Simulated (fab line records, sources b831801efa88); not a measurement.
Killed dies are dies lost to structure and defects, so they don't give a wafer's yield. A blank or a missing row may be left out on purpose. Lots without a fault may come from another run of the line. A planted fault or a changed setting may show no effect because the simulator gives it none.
A struck lot beside a sound one | flow sky130 | 15 steps out of a route of 708
Sound: wafers L564.1, L564.5, L564.6. Struck: wafers L573.2, L573.4, L573.6. The cause comes at the end.
At each step with rows: each side's tool, then ch and its chambers, then its first start. Under that, the readings that differ: sound wafers | struck wafers | difference of the means | sigmas: that difference in standard deviations of wafers without a fault.
alike: readings whose means differ by less than 2 such deviations, and words and numbers that are the same on both sides. not compared: withheld readings, readings that some wafer has no value for, bounds like >300 that may hide the same value, and numbers for which the record gives no deviation and whose values overlap.
The two part at a step that has a row with sigmas, a row that says differs or no value, or rows on one side only. Numbers that don't overlap but have no deviation are shown without sigmas and don't part them. A reading that every wafer of one side lacks parts them only if that side has two wafers or more.

SKY_PWDE_STRIP_09: strips in O2/N2.
  sound on plasma_asher-03 ch 0,1, day 4 20:47; struck on plasma_asher-03 ch 0,1, day 6 13:08
  alike: drypump_motor_current_A, oes_product_au, strip_time_to_endpoint_s
  not compared: rf_hours_counter_h
SKY_PWDE_TW_MEAS_10:
  sound on film_metro-02, day 4 20:53; struck on film_metro-04, day 6 13:15
  alike: PWDE_TW
then, 7 steps without rows for these wafers: SKY_NWELL_DEHYDRATE_03 (time 60 s); SKY_NWELL_HMDS_04 (prime time 60 s); SKY_NWELL_COAT_05 (resist thk 3000 nm); SKY_NWELL_SOFTBAKE_06; SKY_NWELL_EXPOSE_07 (exposes mask NWM, target cd 840 nm); SKY_NWELL_PEB_08; SKY_NWELL_DEVELOP_09 (develop time 60 s).
SKY_NWELL_OVL_MEAS_10:
  sound on overlay-02, day 5 14:14; struck on overlay-02, day 7 08:58
  alike: NWELL_00_OVL
then, 2 steps without rows for these wafers: SKY_NWELL_IMPLANT_11; SKY_NWELL_IMPLANT_12.
SKY_NWELL_IMPLANT_13:
  sound on implanter-03 ch 0, day 5 14:34; struck on implanter-03 ch 0, day 7 09:19
  reading            | sound                         | struck                       | difference | sigmas
  dose_ions_cm2      | 7.008e+11 6.996e+11 6.999e+11 | 6.428e+11 6.438e+11 6.43e+11 | -5.690e+10 | -65
  faraday_current_uA | 3.88 3.92 4.03                | 3.58 3.75 3.70               | -0.27      | -4
  alike: beam_energy_keV, end_station_pressure_torr
SKY_NWELL_STRIP_14: strips in O2/N2.
  sound on plasma_asher-01 ch 0,1, day 5 14:43; struck on plasma_asher-04 ch 0,1, day 7 09:26
  reading                     | sound       | struck      | difference | sigmas
  drypump_motor_current_A (A) | 5.3 6.3 5.3 | 6.6 6.4 6.4 | +0.8       | +2
  alike: oes_product_au, strip_time_to_endpoint_s
  not compared: rf_hours_counter_h
-- the record jumps here: 41 days lie between the struck wafers' starts before and after (it left off in module NWELL and takes up again in module PAD_OPEN, whose first step shown is number 708 of the route) --
SKY_PAD_OPEN_PROBE_99:
  sound on prober-02, day 46 21:16; struck on prober-01, day 48 12:07
  reading                                 | sound                   | struck                  | difference | sigmas
  model.etest.pfet_01v8_lvt.vt_sat_v (V)  | -0.4574 -0.4583 -0.4658 | -0.4429 -0.4434 -0.4403 | +0.0183    |
  model.etest.pfet_01v8_lvt.vt_v (V)      | -0.5491 -0.5498 -0.5594 | -0.5369 -0.5356 -0.5322 | +0.0179    |
  model.etest.pfet_01v8_lvt.vt_long_v (V) | -0.672 -0.6688 -0.6748  | -0.6568 -0.659 -0.6536  | +0.0154    |
  alike: killed_at_M0_to_M3, killed_at_M4_up, killed_at_contacts, killed_at_front_end, killed_at_other, killed_dies, killed_on_rim, killed_open, killed_short
  not compared: model.etest.pfet_16v.vt_v, model.etest.pfet_g5v0d10v5.vt_long_v

WHERE THEY PART
First at SKY_NWELL_IMPLANT_13; last, within this record, at SKY_NWELL_STRIP_14. Later steps at which nothing parts them and some readings are alike: SKY_PAD_OPEN_PROBE_99.

WHY: what the simulator had put in
Process parameter drift: implanter-03, from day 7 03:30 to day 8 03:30, at SKY_NWELL_IMPLANT_13. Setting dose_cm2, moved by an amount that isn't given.
